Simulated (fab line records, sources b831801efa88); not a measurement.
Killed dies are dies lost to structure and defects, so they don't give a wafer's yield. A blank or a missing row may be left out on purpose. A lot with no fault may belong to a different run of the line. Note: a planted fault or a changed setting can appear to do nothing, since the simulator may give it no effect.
Comparing a struck lot with a sound one    flow sky130    14 out of 708 route steps
Sound: the wafers L726.1, L726.2, L726.5. The struck wafers were L739.2, L739.4, L739.6. The cause is given at the end.
For every step that has rows: the tool of each side, followed by ch and its chambers, followed by its first start. Under that, the readings that differ: sound wafers    struck wafers    difference of the means    sigmas: that difference in standard deviations of wafers without a fault.
alike: same words and numbers on both sides, and readings whose means sit less than 2 such deviations apart. not compared: any withheld reading, any reading some wafer has no value for, any bound like >300 that may hide the same value, and any number with overlapping values for which the record gives no deviation.
Wherever a step has rows on one side only, a row that says differs or no value, or a row with sigmas, the two part there. Numbers that have no deviation but don't overlap get no sigmas and don't part them. Lack of a reading on every wafer of one side parts them only where that side has two or more wafers.

first, 2 steps without rows for these wafers: SKY_RES_PROTECT_DEVELOP_06 (develop time 60 s); SKY_POLY_GATE_IMPLANT_02.
SKY_RES_PROTECT_STRIP_07: strips in O2/N2.
  sound on plasmaAsher-01 ch 0,1, day 15 20:24; struck on plasmaAsher-02 ch 0,1, day 20 09:36
  alike: chamberPressureMTorr, drypumpMotorCurrentA, oesProductAu, stripTimeToEndpointS
  not compared: rfHoursCounterH
SKY_RES_PROTECT_TW_MEAS_08:
  sound: filmMetro-02 at day 15 20:30; struck: filmMetro-02 at day 20 09:43
  alike: POLY_GATE_TW
then, 2 steps without rows for these wafers: SKY_RES_PROTECT_CLEAN_09 (cleans in SC1/SC2, time 150 s); SKY_POLY_GATE_CVD_03 (deposits Si3N4 from DCS/NH3, target thk 75 nm, time 1290 s).
SKY_POLY_GATE_THK_MEAS_04:
  sound: filmMetro-04 at day 16 02:20; struck: filmMetro-02 at day 20 11:11
  alike: POLY_GATE_CVD_03_THK
then, 5 steps without rows for these wafers: SKY_POLY_GATE_DEHYDRATE_05 (time 60 s); SKY_POLY_GATE_HMDS_06 (prime time 60 s); SKY_POLY_GATE_COAT_07 (resist thk 110 nm); SKY_POLY_GATE_COAT_08 (resist thk 450 nm); SKY_POLY_GATE_SOFTBAKE_09 (time 90 s).
SKY_POLY_GATE_EXPOSE_10: exposes mask P1M, target cd 150 nm.
  struck on krfScanner-01, day 21 02:53; sound on krfScanner-02 ch 0, day 16 16:18
  no value came back on the struck wafers for exposureDoseMJCm2, focusOffsetNm (nm), sigmaOuter; on the sound wafers exposureDoseMJCm2 reads 27.991 28.003 27.987
  alike: mask
next, for these wafers, 1 step has no rows: SKY_POLY_GATE_PEB_11.

== WHERE THEY PART ==
At SKY_POLY_GATE_EXPOSE_10 and nowhere else, as far as this record goes.

WHY: what had been put in by the simulator
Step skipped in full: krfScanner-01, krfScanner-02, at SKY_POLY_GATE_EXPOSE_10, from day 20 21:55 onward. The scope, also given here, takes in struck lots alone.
